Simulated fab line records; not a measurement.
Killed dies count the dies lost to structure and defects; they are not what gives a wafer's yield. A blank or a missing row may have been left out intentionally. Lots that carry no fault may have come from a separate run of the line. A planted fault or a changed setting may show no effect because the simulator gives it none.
Problem report, 8D (eight disciplines) form, completed by code | flow sky130 | the parts of the form that need people (team, actions taken, sign-off) are left out

## 1. WHAT WENT WRONG
heaterPowerTotalW at SKY_LDD_LDN_SOFTBAKE_03 reads a mean of 56.12 W on 6 wafers of 2 lots; wafers without a fault read 56.59 W with a standard deviation of 0.042. Measured from the usual mean, that is -11 standard deviations.
The step: time 60 s.
First observed at day 25 10:05: wafer L120.1, on lithoTrack-03. At this step, 42 wafers from 14 lots have a number in the record. Rule for "out" (also "out of limits"): further than 4 standard deviations from the usual mean. The rest of the wafers with a number are treated as sound.

## 2. WHAT IT IS, AND WHAT IT ISN'T
question                    | is                     | is not
which readings at this step | heaterPowerTotalW      | -
which lots                  | L120, L121             | L112, L113, L114, L118, L119, L125, L128, L129, L130, L131, L132, L134
which wafers of those lots  | all that have a number | -
read on which tools         | lithoTrack-03          | lithoTrack-01, lithoTrack-02
when                        | from day 25 10:05      | up to then (12 sound wafers); but 24 sound wafers of L119, L125, L128, L129, L130, L131, L132, L134 came after

## 3. THE SUSPECTS, EACH WITH WHAT RULES IT OUT
Counting: a tool stays on the suspect list if, at a process step up to the reading, it processed all lots that are out and no sound lot following the first of them.
- lithoTrack-03 at SKY_LDD_LDN_SOFTBAKE_03 (time 60 s): ruled out as a lasting fault. Sound lots L129, L131, L134 ran on it after its first lot that is out, L120 (day 25 10:05).
Left after counting: nothing in the record.

## 4. THE CAUSE (what the simulator had put in)
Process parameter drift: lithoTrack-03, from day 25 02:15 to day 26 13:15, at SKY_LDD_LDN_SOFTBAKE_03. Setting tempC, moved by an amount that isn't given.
Counting ruled it out, wrongly.

## 5. THE EFFECT CHAIN, in route order
One row per reading whose mean, taken over the struck wafers that have a number, lies over 3 standard deviations from the usual. Scope: only readings with a usual standard deviation given in the record; hours: median across lots of the time from each lot's start at the first step in this table that gives one to its start at this step; sigmas: change in usual standard deviations.
hours | step                    | reading           | usual   | on struck wafers | change | sigmas
0     | SKY_LDD_LDN_SOFTBAKE_03 | heaterPowerTotalW | 56.59 W | 56.12            | -0.47  | -11
0     | SKY_LDD_LDN_SOFTBAKE_03 | plateTempC        | 90.01 C | 89.49            | -0.52  | -3.7
Process steps it contains:
- SKY_LDD_LDN_SOFTBAKE_03: time 60 s.

## 6. HOW IT WOULD HAVE BEEN CAUGHT EARLIER
First out-of-limits reading in this record: day 25 10:05, which is 8 hours after fault onset at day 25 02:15.
